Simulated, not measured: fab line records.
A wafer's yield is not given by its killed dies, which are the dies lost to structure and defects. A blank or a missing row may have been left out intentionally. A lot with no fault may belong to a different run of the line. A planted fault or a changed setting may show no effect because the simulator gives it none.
Which tool was responsible? | flow sky130 | 15 lots, 45 wafers sampled, at 3 steps of a route of 708

WHAT THE GAUGES SHOWED, per wafer
SKY_VIA2_THK_MEAS_01.
lot  | measured     | on           | VIA2_HDPCVD_THK (nm)
L320 | day 35 03:55 | filmMetro-03 | 1178 1174 1177
L321 | day 35 10:47 | filmMetro-03 | 1190 1166 1184
L322 | day 35 14:24 | filmMetro-04 | 1183 1183 1195
L324 | day 36 14:33 | filmMetro-04 | 1170 1175 1171
L325 | day 36 17:17 | filmMetro-03 | 1182 1180 1168
L326 | day 37 08:40 | filmMetro-04 | 1167 1176 1183
L327 | day 37 10:46 | filmMetro-03 | 1173 1181 1172
L339 | day 41 02:57 | filmMetro-03 | 1173 1193 1173
L340 | day 41 06:53 | filmMetro-04 | 1178 1170 1172
L341 | day 41 14:25 | filmMetro-04 | 1185 1184 1173
L342 | day 41 19:38 | filmMetro-04 | 1179 1170 1174
L343 | day 42 02:41 | filmMetro-04 | 1169 1159 1153

TOOL THAT RAN EACH LOT (tool first, then ch and the chambers of the sampled wafers, then the start)
lot  | SKY_FIELD_ISO_PEB_11            | SKY_METAL1_SPUTTER_01
L320 | lithoTrack-03 ch 0, day 2 04:00 | pvdSputter-03, day 31 15:14
L321 | lithoTrack-01 ch 0, day 2 10:00 | pvdSputter-04, day 31 21:50
L322 | lithoTrack-01 ch 0, day 2 14:00 | pvdSputter-01, day 32 02:15
L324 | lithoTrack-04 ch 0, day 3 01:00 | pvdSputter-03, day 33 02:16
L325 | lithoTrack-03 ch 0, day 3 06:00 | pvdSputter-01, day 33 05:36
L326 | lithoTrack-01 ch 0, day 3 10:00 | pvdSputter-04, day 33 20:31
L327 | lithoTrack-04 ch 0, day 3 17:00 | pvdSputter-04, day 33 23:45
L328 | lithoTrack-01, day 3 21:00      | -
L329 | lithoTrack-01, day 4 02:00      | -
L330 | lithoTrack-03, day 4 09:00      | -
L339 | lithoTrack-01 ch 0, day 6 08:00 | pvdSputter-01, day 37 21:07
L340 | lithoTrack-01 ch 0, day 6 12:00 | pvdSputter-01, day 37 21:43
L341 | lithoTrack-04 ch 0, day 6 17:00 | pvdSputter-01, day 38 08:31
L342 | lithoTrack-01 ch 0, day 7 01:00 | pvdSputter-04, day 38 14:20
L343 | lithoTrack-04 ch 0, day 7 04:00 | pvdSputter-03, day 38 21:29
- SKY_FIELD_ISO_PEB_11
- SKY_METAL1_SPUTTER_01: material TiN, target thk 20 nm, time 16.7 s.

WHAT THE TOOLS THEMSELVES READ (means of the sampled wafers that have a number; where no wafer has one, the mark that the record gives instead)
SKY_FIELD_ISO_PEB_11.
lot  | tool          | exhaustPa (Pa)
L320 | lithoTrack-03 | 44.8
L321 | lithoTrack-01 | 45.1
L322 | lithoTrack-01 | 44.7
L324 | lithoTrack-04 | 45.2
L325 | lithoTrack-03 | 45.7
L326 | lithoTrack-01 | 45.9
L327 | lithoTrack-04 | 44.4
L328 | lithoTrack-01 | -
L329 | lithoTrack-01 | -
L330 | lithoTrack-03 | -
L339 | lithoTrack-01 | 44.7
L340 | lithoTrack-01 | 44.8
L341 | lithoTrack-04 | 44.3
L342 | lithoTrack-01 | 44.6
L343 | lithoTrack-04 | 43.7

SKY_METAL1_SPUTTER_01.
lot  | tool          | throttleValvePct (%)
L320 | pvdSputter-03 | 30.0
L321 | pvdSputter-04 | 30.3
L322 | pvdSputter-01 | 29.7
L324 | pvdSputter-03 | 29.8
L325 | pvdSputter-01 | 30.9
L326 | pvdSputter-04 | 30.6
L327 | pvdSputter-04 | 30.2
L339 | pvdSputter-01 | 29.6
L340 | pvdSputter-01 | 30.5
L341 | pvdSputter-01 | 31.7
L342 | pvdSputter-04 | 30.3
L343 | pvdSputter-03 | 29.3

THE ANSWER, worked out from the rows above alone
Rule: the usual values come from the lots themselves. The widest of any qualifying gaps counts: lots, ordered by their means at a reading, are off when they make up no more than a third of the lots, leave a main group of 4 or more, and stand apart from it by 3 or more times the standard deviation of that group's means. A main group whose means are all the same, to the digits that the tables above print for the reading, isn't used. A lot without any number at a reading at which 4 lots or more have one is off too. The other lots that the step has rows for count as sound. After the gauges, taken in route order, come the tools' own readings; for these a lot's mean is taken, as printed above. The first step at which some lot is off is used, and at that step the reading that is off furthest; a lot without a number counts as furthest.
Off at SKY_FIELD_ISO_PEB_11 (exhaustPa): L328, L329, L330. Without a number there: L328, L329, L330. Mean 44.8 Pa and standard deviation 0.57 in the main group.
If a tool, at that step or one of the process steps before it, ran each lot that is off and ran no sound lot following the first of them, it fits. Of those tried, none fits.

WHAT WAS PUT IN BY THE SIMULATOR
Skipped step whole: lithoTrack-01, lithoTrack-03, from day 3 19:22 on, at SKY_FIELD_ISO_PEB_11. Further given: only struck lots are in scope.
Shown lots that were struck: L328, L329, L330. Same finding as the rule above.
